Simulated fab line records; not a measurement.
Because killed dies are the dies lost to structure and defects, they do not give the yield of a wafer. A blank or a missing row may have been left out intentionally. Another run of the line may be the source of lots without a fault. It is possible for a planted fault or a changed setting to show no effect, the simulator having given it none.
A lot that was struck, set against a sound lot :: flow sky130 :: 16 steps out of a route of 708
Sound: these wafers, L255.2, L255.3, L255.6. Struck: wafers L260.2, L260.6. (L260.3 of the same lot was not struck and is left out.) The cause comes at the end.
Per side, at each step with rows, come the tool, then ch with its chambers, and then its first start. Under that, the readings that differ: sound wafers :: struck wafers :: difference of the means :: sigmas: that difference in standard deviations of wafers without a fault.
alike: readings whose means differ by less than 2 such deviations, and words and numbers that are the same on both sides. not compared: withheld readings, readings that some wafer has no value for, bounds like >300 that may hide the same value, and numbers for which the record gives no deviation and whose values overlap.
A row with sigmas, a row that says differs or no value, or rows on one side alone: a step with any of these is where the two part. Non-overlapping numbers with no deviation appear without sigmas and do not part them. Lack of a reading on every wafer of one side parts them only where that side has two or more wafers.

first, 1 step without rows for these wafers: SKY_VT_ADJUST_NCORE_DEVELOP_06 (develop time 60 s).
SKY_VT_ADJUST_NCORE_CD_MEAS_07 targets a cd of 380 nm.
  struck on cd sem-01, day 12 15:34; sound on cd sem-02, day 11 05:11
reading: cd nm (nm)
sound: 388 385 387
struck: 374 379
difference: -10
sigmas: -3
SKY_VT_ADJUST_NCORE_OVL_MEAS_08:
  struck on overlay-02, day 12 15:40; sound on overlay-02, day 11 05:17
  alike: VT_ADJUST_NCORE_OVL
next, for these wafers, 1 step has no rows: SKY_VT_ADJUST_NCORE_IMPLANT_09.
SKY_VT_ADJUST_NCORE_STRIP_10: strips in O2/N2.
  sound on plasma asher-02 ch 0,1, day 11 05:28; struck on plasma asher-03 ch 0,1, day 12 15:50
  alike: drypump motor current A, oes product au, strip time to endpoint s
  not compared: rf hours counter h
SKY_VT_ADJUST_NCORE_TW_MEAS_11:
  struck on film metro-04, day 12 15:57; sound on film metro-01, day 11 05:35
  alike: VT_ADJUST_NCORE_TW
then, 6 steps without rows for these wafers: SKY_VT_ADJUST_HVTR_DEHYDRATE_00 (time 60 s); SKY_VT_ADJUST_HVTR_HMDS_01 (prime time 60 s); SKY_VT_ADJUST_HVTR_COAT_02 (resist thk 1140 nm); SKY_VT_ADJUST_HVTR_SOFTBAKE_03 (time 60 s); SKY_VT_ADJUST_HVTR_EXPOSE_04 (exposes mask HVTRM, target cd 380 nm); SKY_VT_ADJUST_HVTR_PEB_05.
SKY_VT_ADJUST_HVTR_DEVELOP_06: develop time 60 s.
  sound on litho track-02 ch 0, day 12 05:40; struck on litho track-02 ch 0, day 13 16:58
  alike: developer temp C, exhaust pa
SKY_VT_ADJUST_HVTR_CD_MEAS_07 targets a cd of 380 nm.
  struck on cd sem-02, day 13 17:07; sound on cd sem-01, day 12 05:49
reading: cd nm (nm)
sound: 377.8 379.4 378.2
struck: 361.5 360.2
difference: -17.6
sigmas: -7
SKY_VT_ADJUST_HVTR_OVL_MEAS_08:
  struck on overlay-01, day 13 17:13; sound on overlay-02, day 12 05:55
  alike: VT_ADJUST_HVTR_OVL
next, for these wafers, 1 step has no rows: SKY_PAD_OPEN_PROBE_99.

WHERE THEY PART
Last at SKY_VT_ADJUST_HVTR_CD_MEAS_07 as far as this record goes, first at SKY_VT_ADJUST_NCORE_CD_MEAS_07. Later steps at which nothing parts them and some readings are alike: SKY_VT_ADJUST_HVTR_OVL_MEAS_08.

WHY: the cause the simulator had injected
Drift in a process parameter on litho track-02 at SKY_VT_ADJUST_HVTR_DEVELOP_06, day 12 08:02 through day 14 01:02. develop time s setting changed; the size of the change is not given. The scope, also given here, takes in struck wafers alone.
